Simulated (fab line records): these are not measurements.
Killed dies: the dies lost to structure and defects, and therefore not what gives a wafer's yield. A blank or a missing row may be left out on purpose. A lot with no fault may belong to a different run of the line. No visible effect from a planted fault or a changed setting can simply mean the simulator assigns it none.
Struck lot and sound lot, side by side || flow sky130 || 19 out of 708 route steps
Sound: wafers L539.1, L539.4, L539.6. Wafers L542.1, L542.2, L542.6 were the ones struck. The cause comes at the end.
Order at every step that has rows: each side's tool, ch and its chambers, its first start. Under that, the readings that differ: sound wafers || struck wafers || difference of the means || sigmas: that difference in standard deviations of wafers without a fault.
alike: readings whose means differ by less than 2 such deviations, and words and numbers that are the same on both sides. not compared: withheld readings, readings that some wafer has no value for, bounds like >300 that may hide the same value, and numbers for which the record gives no deviation and whose values overlap.
A row with sigmas, a row that says differs or no value, or rows on one side alone: a step with any of these is where the two part. Numbers that have no deviation but don't overlap get no sigmas and don't part them. A reading missing from all wafers of one side parts the sides only when that side holds two or more wafers.

first, 4 steps without rows for these wafers: SKY_VT_ADJUST_PCH_SOFTBAKE_03; SKY_VT_ADJUST_PCH_EXPOSE_04 (exposes mask NWM, target cd 840 nm); SKY_VT_ADJUST_PCH_PEB_05; SKY_VT_ADJUST_PCH_DEVELOP_06 (develop time 60 s).
SKY_VT_ADJUST_PCH_OVL_MEAS_07:
  sound: overlay-02 at day 13 06:13; struck: overlay-02 at day 13 20:18
  alike: VT_ADJUST_PCH_OVL
next, for these wafers, 1 step has no rows: SKY_VT_ADJUST_PCH_IMPLANT_08.
SKY_VT_ADJUST_PCH_STRIP_09: strips in O2/N2.
  sound on plasma_asher-03 ch 0,1, day 13 06:24; struck on plasma_asher-01 ch 0,1, day 13 20:29
  alike: chamber_pressure_mTorr, drypump_motor_current_A, oes_product_au, strip_time_to_endpoint_s
  not compared: rf_hours_counter_h
SKY_VT_ADJUST_PCH_TW_MEAS_10:
  sound: film_metro-02 at day 13 06:30; struck: film_metro-02 at day 13 20:35
  alike: VT_ADJUST_PCH_TW
then, 4 steps without rows for these wafers: SKY_SONOS_TUNNEL_DEHYDRATE_00 (time 60 s); SKY_SONOS_TUNNEL_HMDS_01 (prime time 60 s); SKY_SONOS_TUNNEL_COAT_02 (resist thk 1140 nm); SKY_SONOS_TUNNEL_SOFTBAKE_03 (time 60 s).
SKY_SONOS_TUNNEL_EXPOSE_04: exposes mask TUNM, target cd 410 nm.
  sound on iline_stepper-01 ch 0, day 13 18:15; struck on iline_stepper-01 ch 0, day 14 09:09
{"reading": "model.SONOS_TUNNEL.overlay_x_nm (nm)", "sound": "-1.844 -1.844 -1.844", "struck": "36.91 36.91 36.91", "difference": "+38.75", "sigmas": ""}
  alike: mask
then, 2 steps without rows for these wafers: SKY_SONOS_TUNNEL_PEB_05; SKY_SONOS_TUNNEL_DEVELOP_06 (develop time 60 s).
SKY_SONOS_TUNNEL_CD_MEAS_07: target cd 410 nm.
  sound: cd_sem-02 at day 14 06:37; struck: cd_sem-02 at day 14 21:44
  alike: cd_nm
SKY_SONOS_TUNNEL_OVL_MEAS_08:
  sound: overlay-01 at day 14 06:44; struck: overlay-02 at day 14 21:51
{"reading": "SONOS_TUNNEL_OVL (nm)", "sound": "0.7 -0.3 -0.1", "struck": "36.4 37.2 37.3", "difference": "+36.9", "sigmas": "+25"}
next, for these wafers, 1 step has no rows: SKY_SONOS_TUNNEL_IMPLANT_09.
-- record jumps: 34 days separate the struck wafers' starts on either side; left off in module SONOS_TUNNEL, taken up again in module PAD_OPEN, whose first shown step is the route's number 708 --
SKY_PAD_OPEN_PROBE_99:
  the record has rows for the struck wafers here (prober-01, day 48 12:39) and none for the sound ones

== WHERE THEY PART ==
First at SKY_SONOS_TUNNEL_OVL_MEAS_08; last, within this record, at SKY_PAD_OPEN_PROBE_99.

WHY: the cause the simulator had injected
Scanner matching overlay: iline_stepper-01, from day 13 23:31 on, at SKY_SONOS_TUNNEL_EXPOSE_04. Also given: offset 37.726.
